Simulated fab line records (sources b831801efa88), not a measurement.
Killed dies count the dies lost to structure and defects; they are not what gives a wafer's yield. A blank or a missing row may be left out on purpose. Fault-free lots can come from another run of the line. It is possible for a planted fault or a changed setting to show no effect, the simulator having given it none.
One fault seen from 2 desks + flow sky130 + each desk has only its own numbers; what lay behind them comes last

== THE METROLOGY DESK ==
What the gauges read, lot by lot, whatever tool the lot ran on: means of the sampled wafers that have a number. Marked OUT: a lot whose mean sits more than 4 standard deviations from the usual mean, which makes it out of limits; the brackets give that distance.
Columns: A = cd nm at SKY_VIA3_CD_MEAS_12, usual 200.3 nm; B = VIA3_OVL at SKY_VIA3_OVL_MEAS_13, usual -1 nm; C = VIA3_W_RS at SKY_VIA3_RS_MEAS_22, usual 0.295 ohm/sq; D = VIA3_W_THK at SKY_VIA3_THK_MEAS_23, usual 379 nm
| lot  | first seen here | A     | B  | C     | D   |
|------|-----------------|-------|----|-------|-----|
| L359 | day 40 07:13    | 199.3 | -7 | 0.292 | 380 |
| L365 | day 42 00:29    | 198.8 | 5  | 0.297 | 379 |
| L366 | day 42 06:01    | 203.1 | -3 | 0.299 | 375 |
| L378 | day 45 08:13    | 200.8 | -2 | 0.299 | 366 |
| L380 | day 45 16:50    | 199.1 | -2 | 0.290 | 382 |
| L381 | day 45 22:02    | 199.4 | -2 | 0.294 | 381 |
Finding of this desk: none of the 6 lots has anything out of limits.

== AT THE TOOL OWNER'S DESK: cmp-02 ==
The tool's own readings at SKY_VIA3_CMP_24 (polishes, stops on SiO2, t overpolish 20 s, target thk 0 nm): means of the sampled wafers that have a number, for each lot that ran on this tool. Marked OUT: a lot whose mean sits more than 4 standard deviations from the usual mean, which makes it out of limits; the brackets give that distance.
Columns: A = motor current A at SKY_VIA3_CMP_24, usual 10.2 A; B = overpolish run s at SKY_VIA3_CMP_24, usual 20.000 s; C = platen rpm at SKY_VIA3_CMP_24, usual 60.00 rpm; D = retaining ring pressure frac at SKY_VIA3_CMP_24, usual 0.999; E = time to endpoint s at SKY_VIA3_CMP_24, usual 94 s
| lot  | first seen here | A    | B                        | C     | D     | E  |
|------|-----------------|------|--------------------------|-------|-------|----|
| L359 | day 40 08:28    | 9.8  | 19.997                   | 59.99 | 0.995 | 97 |
| L365 | day 42 01:58    | 9.6  | 20.844 (+94) OUT         | 60.01 | 1.004 | 91 |
| L366 | day 42 07:15    | 10.1 | 21.717 (+99 or more) OUT | 60.00 | 0.998 | 91 |
| L380 | day 45 18:11    | 10.0 | 20.004                   | 59.99 | 1.003 | 93 |
| L381 | day 45 23:20    | 9.8  | 19.999                   | 60.01 | 0.997 | 96 |
This desk finds L365, L366 out of limits, L365 being first, at day 42 01:58 (overpolish run s at SKY_VIA3_CMP_24). In limits: L359, L380, L381.

== TAKEN TOGETHER ==
The tool owner's desk had the chance to raise an alarm at day 42 01:58 on L365, L366.
From the metrology desk's view, nothing was out of limits.
The metrology desk holds a record of L365, L366, inside its limits.
On cmp-02, each named lot ran SKY_VIA3_CMP_24.

== WHAT WAS PUT IN BY THE SIMULATOR ==
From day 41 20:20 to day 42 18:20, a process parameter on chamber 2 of cmp-02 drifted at SKY_VIA3_CMP_24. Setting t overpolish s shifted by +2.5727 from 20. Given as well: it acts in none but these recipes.
Lots struck among those shown: L365, L366.
Each desk's first reading out of limits, in hours after the fault started: the tool owner's desk, 6.
